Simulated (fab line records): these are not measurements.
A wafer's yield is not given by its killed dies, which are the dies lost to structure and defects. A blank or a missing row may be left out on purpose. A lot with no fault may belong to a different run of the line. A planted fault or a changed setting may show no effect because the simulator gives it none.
The tool behind it: which one? / flow sky130 / Sampling: 10 lots, 30 wafers, 5 of 708 route steps

## WHAT EACH GAUGE READ, for each wafer
SKY_VIA2_OVL_MEAS_13.
lot=L785; measured=day 37 06:10; on=overlay-02; VIA2_OVL (nm)=7 -2 -4
lot=L786; measured=day 37 07:40; on=overlay-02; VIA2_OVL (nm)=7 9 7
lot=L787; measured=day 37 14:49; on=overlay-02; VIA2_OVL (nm)=6 5 6
lot=L792; measured=day 39 07:42; on=overlay-02; VIA2_OVL (nm)=-3 2 -3
lot=L796; measured=day 40 11:03; on=overlay-01; VIA2_OVL (nm)=2 2 -4
lot=L797; measured=day 40 22:43; on=overlay-01; VIA2_OVL (nm)=6 -1 7
lot=L800; measured=day 41 15:34; on=overlay-01; VIA2_OVL (nm)=7 5 -5
lot=L802; measured=day 41 23:42; on=overlay-02; VIA2_OVL (nm)=-5 -1 -1
lot=L804; measured=day 43 03:21; on=overlay-02; VIA2_OVL (nm)=6 16 7
lot=L806; measured=day 43 05:01; on=overlay-01; VIA2_OVL (nm)=5 8 1

SKY_VIA2_RS_MEAS_22: measures by four-point-probe.
lot=L785; measured=day 37 07:10; on=filmMetro-01; VIA2_W_RS (ohm/sq)=0.262 0.274 0.265
lot=L786; measured=day 37 08:40; on=filmMetro-03; VIA2_W_RS (ohm/sq)=0.269 0.264 0.270
lot=L787; measured=day 37 15:53; on=filmMetro-01; VIA2_W_RS (ohm/sq)=0.273 0.264 0.269
lot=L792; measured=day 39 08:38; on=filmMetro-01; VIA2_W_RS (ohm/sq)=0.268 0.268 0.264
lot=L796; measured=day 40 12:01; on=filmMetro-03; VIA2_W_RS (ohm/sq)=0.203 0.206 0.203
lot=L797; measured=day 40 23:38; on=filmMetro-01; VIA2_W_RS (ohm/sq)=0.202 0.204 0.203
lot=L800; measured=day 41 16:35; on=filmMetro-04; VIA2_W_RS (ohm/sq)=0.261 0.275 0.263
lot=L802; measured=day 42 00:38; on=filmMetro-03; VIA2_W_RS (ohm/sq)=0.274 0.262 0.257
lot=L804; measured=day 43 04:25; on=filmMetro-01; VIA2_W_RS (ohm/sq)=0.262 0.259 0.262
lot=L806; measured=day 43 06:01; on=filmMetro-01; VIA2_W_RS (ohm/sq)=0.274 0.273 0.271

SKY_VIA2_THK_MEAS_23: measures by xrf.
lot=L785; measured=day 37 07:16; on=filmMetro-01; VIA2_W_THK (nm)=434 422 433
lot=L786; measured=day 37 08:46; on=filmMetro-03; VIA2_W_THK (nm)=430 440 432
lot=L787; measured=day 37 15:58; on=filmMetro-01; VIA2_W_THK (nm)=423 433 427
lot=L792; measured=day 39 08:45; on=filmMetro-01; VIA2_W_THK (nm)=431 429 440
lot=L796; measured=day 40 12:08; on=filmMetro-03; VIA2_W_THK (nm)=- 570 -
lot=L797; measured=day 40 23:46; on=filmMetro-01; VIA2_W_THK (nm)=565 568 564
lot=L800; measured=day 41 16:41; on=filmMetro-04; VIA2_W_THK (nm)=445 422 441
lot=L802; measured=day 42 00:45; on=filmMetro-03; VIA2_W_THK (nm)=423 440 451
lot=L804; measured=day 43 04:32; on=filmMetro-01; VIA2_W_THK (nm)=445 447 439
lot=L806; measured=day 43 06:07; on=filmMetro-01; VIA2_W_THK (nm)=422 420 424

## TOOL THAT RAN EACH LOT (tool first, then ch and the chambers of the sampled wafers, then the start)
lot=L785; SKY_METAL2_ETCH_18=rieMetal-01 ch 0,1, day 36 02:29; SKY_VIA2_CVD_21=cvdW-02 ch 0,1, day 37 07:02
lot=L786; SKY_METAL2_ETCH_18=rieMetal-01 ch 0,1, day 36 04:10; SKY_VIA2_CVD_21=cvdW-02 ch 0,1, day 37 08:32
lot=L787; SKY_METAL2_ETCH_18=rieMetal-02 ch 0,1, day 36 11:49; SKY_VIA2_CVD_21=cvdW-01 ch 0,1, day 37 15:44
lot=L792; SKY_METAL2_ETCH_18=rieMetal-02 ch 0,1, day 38 04:52; SKY_VIA2_CVD_21=cvdW-02 ch 0,1, day 39 08:30
lot=L796; SKY_METAL2_ETCH_18=rieMetal-02 ch 0,1, day 39 09:22; SKY_VIA2_CVD_21=cvdW-02 ch 0,1, day 40 11:53
lot=L797; SKY_METAL2_ETCH_18=rieMetal-02 ch 0,1, day 39 20:25; SKY_VIA2_CVD_21=cvdW-02 ch 0,1, day 40 23:31
lot=L800; SKY_METAL2_ETCH_18=rieMetal-02 ch 0,1, day 40 14:20; SKY_VIA2_CVD_21=cvdW-01 ch 0,1, day 41 16:28
lot=L802; SKY_METAL2_ETCH_18=rieMetal-04 ch 0,1, day 40 23:32; SKY_VIA2_CVD_21=cvdW-01 ch 0,1, day 42 00:30
lot=L804; SKY_METAL2_ETCH_18=rieMetal-02 ch 0,1, day 42 02:32; SKY_VIA2_CVD_21=cvdW-01 ch 1, day 43 04:17
lot=L806; SKY_METAL2_ETCH_18=rieMetal-02 ch 1, day 42 04:28; SKY_VIA2_CVD_21=cvdW-01 ch 0, day 43 05:52
- SKY_METAL2_ETCH_18: etches BARC in N2/H2, stops on SiO2, time 45.9 s, target depth 60 nm.
- SKY_VIA2_CVD_21: deposits W, target thk 420 nm, time 126.4 s.

## WHAT THE TOOLS THEMSELVES READ (means of the sampled wafers that have a number; where no wafer has one, the mark that the record gives instead)
SKY_METAL2_ETCH_18.
lot=L785; tool=rieMetal-01; drypumpMotorCurrentA (A)=5.25; h2FlowSccm (sccm)=200.0; oesProductAu (a.u.)=0.857; throttleValvePct (%)=13.229
lot=L786; tool=rieMetal-01; drypumpMotorCurrentA (A)=5.62; h2FlowSccm (sccm)=200.8; oesProductAu (a.u.)=0.847; throttleValvePct (%)=13.212
lot=L787; tool=rieMetal-02; drypumpMotorCurrentA (A)=5.77; h2FlowSccm (sccm)=200.4; oesProductAu (a.u.)=0.860; throttleValvePct (%)=13.222
lot=L792; tool=rieMetal-02; drypumpMotorCurrentA (A)=5.69; h2FlowSccm (sccm)=200.2; oesProductAu (a.u.)=0.853; throttleValvePct (%)=13.232
lot=L796; tool=rieMetal-02; drypumpMotorCurrentA (A)=5.70; h2FlowSccm (sccm)=199.7; oesProductAu (a.u.)=0.851; throttleValvePct (%)=13.220
lot=L797; tool=rieMetal-02; drypumpMotorCurrentA (A)=5.71; h2FlowSccm (sccm)=200.7; oesProductAu (a.u.)=0.853; throttleValvePct (%)=13.226
lot=L800; tool=rieMetal-02; drypumpMotorCurrentA (A)=5.76; h2FlowSccm (sccm)=199.5; oesProductAu (a.u.)=0.852; throttleValvePct (%)=13.223
lot=L802; tool=rieMetal-04; drypumpMotorCurrentA (A)=5.57; h2FlowSccm (sccm)=200.2; oesProductAu (a.u.)=0.855; throttleValvePct (%)=13.225
lot=L804; tool=rieMetal-02; drypumpMotorCurrentA (A)=5.75; h2FlowSccm (sccm)=199.4; oesProductAu (a.u.)=0.851; throttleValvePct (%)=13.223
lot=L806; tool=rieMetal-02; drypumpMotorCurrentA (A)=5.81; h2FlowSccm (sccm)=200.4; oesProductAu (a.u.)=0.856; throttleValvePct (%)=13.235

SKY_VIA2_CVD_21.
lot=L785; tool=cvdW-02; heaterPowerW (W)=906
lot=L786; tool=cvdW-02; heaterPowerW (W)=957
lot=L787; tool=cvdW-01; heaterPowerW (W)=868
lot=L792; tool=cvdW-02; heaterPowerW (W)=982
lot=L796; tool=cvdW-02; heaterPowerW (W)=930
lot=L797; tool=cvdW-02; heaterPowerW (W)=931
lot=L800; tool=cvdW-01; heaterPowerW (W)=800
lot=L802; tool=cvdW-01; heaterPowerW (W)=794
lot=L804; tool=cvdW-01; heaterPowerW (W)=762
lot=L806; tool=cvdW-01; heaterPowerW (W)=887

## THE ANSWER, worked out from the rows above alone
Rule: the lots themselves supply what counts as usual. Put in order of their means at a reading, lots are off if they are a third of the lots or fewer, leave a main group of 4 or more, and stand apart from it by a gap of 3 or more times the standard deviation of the main group's means; of several such gaps the widest counts. Not used: any main group whose means are identical at the precision the tables above print for the reading. Also off: a lot with no number at a reading for which 4 or more lots have one. All remaining lots with rows at the step are treated as sound. After the gauges, taken in route order, come the tools' own readings; for these a lot's mean is taken, as printed above. The first step at which some lot is off is used, and at that step the reading that is off furthest; a lot without a number counts as furthest.
Off: L796, L797, at SKY_VIA2_RS_MEAS_22 (VIA2_W_RS). For the main group the mean is 0.267 ohm/sq and the standard deviation 0.0031.
If a tool, at a process step before that reading, ran all the lots that are off and no sound lot after the first of them, it fits. Gauges at SKY_VIA2_RS_MEAS_22: tried the same way as those tools. One fits: SKY_VIA2_CVD_21 on cvdW-02. Its last sound lot is L792 (day 39 08:30), its first lot that is off L796 (day 40 11:53): a fault that began between those two fits.

## WHAT THE SIMULATOR PUT IN
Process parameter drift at SKY_VIA2_CVD_21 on cvdW-02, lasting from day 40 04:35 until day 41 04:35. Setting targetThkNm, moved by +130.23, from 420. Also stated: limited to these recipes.
Lots struck among those shown: L796, L797. The rule given above showed the same thing.
